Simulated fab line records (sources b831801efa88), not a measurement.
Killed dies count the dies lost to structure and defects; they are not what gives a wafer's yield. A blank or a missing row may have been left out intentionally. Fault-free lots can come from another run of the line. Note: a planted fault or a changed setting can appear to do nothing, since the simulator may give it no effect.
Chamber matching ; flow sky130 ; SKY_VIA4_HDPCVD_00 on hdpcvd-02 has 3 sister chambers
The step deposits SiO2, target thk 1750 nm, time 291.7 s. 3 wafers are shown with their chamber, then 8 later ones without.

## WAFERS PAIRED WITH THEIR CHAMBERS
wafer;chamber;sih4FlowSccm (sccm)
L942.1;0;60.00
L942.3;2;60.06
L944.2;1;59.93

## WAFERS WITHOUT THEIR CHAMBER
wafer;sih4FlowSccm (sccm)
L944.3;59.97
L944.5;60.00
L946.2;60.18
L946.3;60.14
L946.4;60.05
L949.1;60.16
L949.3;60.14
L949.6;60.13

## WHICH CHAMBER EACH ONE RAN IN
wafer;from the rows above;in truth
L944.3;can't be placed: 0 or 1 or 2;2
L944.5;can't be placed: 0 or 2 or 1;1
L946.2;can't be placed: 2 or 0 or 1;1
L946.3;can't be placed: 2 or 0 or 1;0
L946.4;can't be placed: 2 or 0 or 1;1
L949.1;can't be placed: 2 or 0 or 1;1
L949.3;can't be placed: 2 or 0 or 1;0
L949.6;can't be placed: 2 or 0 or 1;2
Correctly placed: 0 of 8. Not placeable from these rows: 8 (in 8, the candidates include the true chamber). Number placed wrongly: 0.
How it was worked out, from the rows above alone: a wafer's distance from a chamber is the root of the sum, over the readings, of the square of ((its reading less the chamber's mean) divided by the reading's scatter). If the next closest chamber is less than 2 further off than the closest, the wafer can't be placed; otherwise it belongs to the closest. A chamber's mean is the mean of its shown wafers. The scatter (one wafer shown for each chamber): square how far every hidden wafer sits from the nearest shown wafer, average those squares and take the square root.
